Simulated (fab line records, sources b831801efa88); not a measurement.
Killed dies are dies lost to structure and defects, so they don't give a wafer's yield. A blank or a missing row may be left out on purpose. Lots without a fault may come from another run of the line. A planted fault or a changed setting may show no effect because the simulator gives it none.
Which tool did it? | flow sfq_line | 6 lots, 18 wafers sampled, at 5 steps of a route of 325

WHAT THE GAUGES READ, wafer by wafer
SFQ_I7_BOW_MEAS_946.
lot  | measured     | on            | I7_BOW (um)
L470 | day 70 14:20 | film_metro-02 | 4 10 15
L473 | day 71 17:23 | film_metro-03 | -7 -1 -5
L476 | day 72 02:20 | film_metro-04 | -2 1 11
L479 | day 77 09:13 | film_metro-02 | 21 9 27
L481 | day 77 16:31 | film_metro-03 | 4 -2 9
L483 | day 78 07:17 | film_metro-03 | 35 30 24

WHICH TOOL RAN EACH LOT (tool, then ch and the chambers of the sampled wafers, then the start)
lot  | SFQ_TRILAYER_L0_CAP_PECVD_011  | SFQ_TRILAYER_L0_VIA_ETCH_VIA_ETCH_016 | SFQ_TRILAYER_M6_BARC_OPEN_METAL_ETCH_206 | SFQ_TRILAYER_I7_DEP_PECVD_183
L470 | pecvd-03 ch 0,1, day 3 20:02   | rie_diel-04 ch 0,3, day 5 16:29       | rie_metal-03 ch 0,1, day 65 03:38        | pecvd-04 ch 0,1, day 70 10:18
L473 | pecvd-01 ch 0,2, day 4 11:55   | rie_diel-04 ch 0,3, day 6 08:05       | rie_metal-01 ch 0,1, day 66 08:27        | pecvd-04 ch 0,1,2, day 71 10:26
L476 | pecvd-03 ch 0,2, day 5 01:23   | rie_diel-04 ch 0,2, day 6 23:47       | rie_metal-04 ch 0,1, day 67 00:02        | pecvd-04 ch 1,2, day 71 19:04
L479 | pecvd-01 ch 0,2, day 5 15:47   | rie_diel-03 ch 0,2,3, day 7 12:59     | rie_metal-01 ch 0,1, day 68 23:50        | pecvd-04 ch 0,2, day 77 06:07
L481 | pecvd-01 ch 0,1,2, day 6 02:36 | rie_diel-02 ch 0,2,3, day 8 03:11     | rie_metal-04 ch 0,1, day 69 14:14        | pecvd-02 ch 0,1,2, day 77 13:25
L483 | pecvd-03 ch 0,1, day 6 14:52   | rie_diel-02 ch 0,1,2, day 8 17:37     | rie_metal-01 ch 0,1, day 70 07:02        | pecvd-02 ch 0,1,2, day 78 04:13
- SFQ_TRILAYER_L0_CAP_PECVD_011: deposits SiO2 from SiH4/N2O, time 13.333 s, target thk 60 nm.
- SFQ_TRILAYER_L0_VIA_ETCH_VIA_ETCH_016: etches SiO2 in CHF3, stops on MoNx KI, target depth 80 nm.
- SFQ_TRILAYER_M6_BARC_OPEN_METAL_ETCH_206: etches BARC in O2, target depth 125 nm, time 41.7 s.
- SFQ_TRILAYER_I7_DEP_PECVD_183: deposits SiO2 from SiH4/N2O, time 111.11 s, target thk 500 nm.

THE ANSWER, worked out from the rows above alone
Rule: what is usual is taken from the lots themselves. Put in order of their means at a reading, lots are off if they are a third of the lots or fewer, leave a main group of 4 or more, and stand apart from it by a gap of 3 or more times the standard deviation of the main group's means; of several such gaps the widest counts. A main group whose means are all the same, to the digits that the tables above print for the reading, isn't used. A lot without any number at a reading at which 4 lots or more have one is off too. The other lots that the step has rows for count as sound.
No lot is off at any reading shown: from this, nothing can be told.

WHAT THE SIMULATOR HAD PUT IN
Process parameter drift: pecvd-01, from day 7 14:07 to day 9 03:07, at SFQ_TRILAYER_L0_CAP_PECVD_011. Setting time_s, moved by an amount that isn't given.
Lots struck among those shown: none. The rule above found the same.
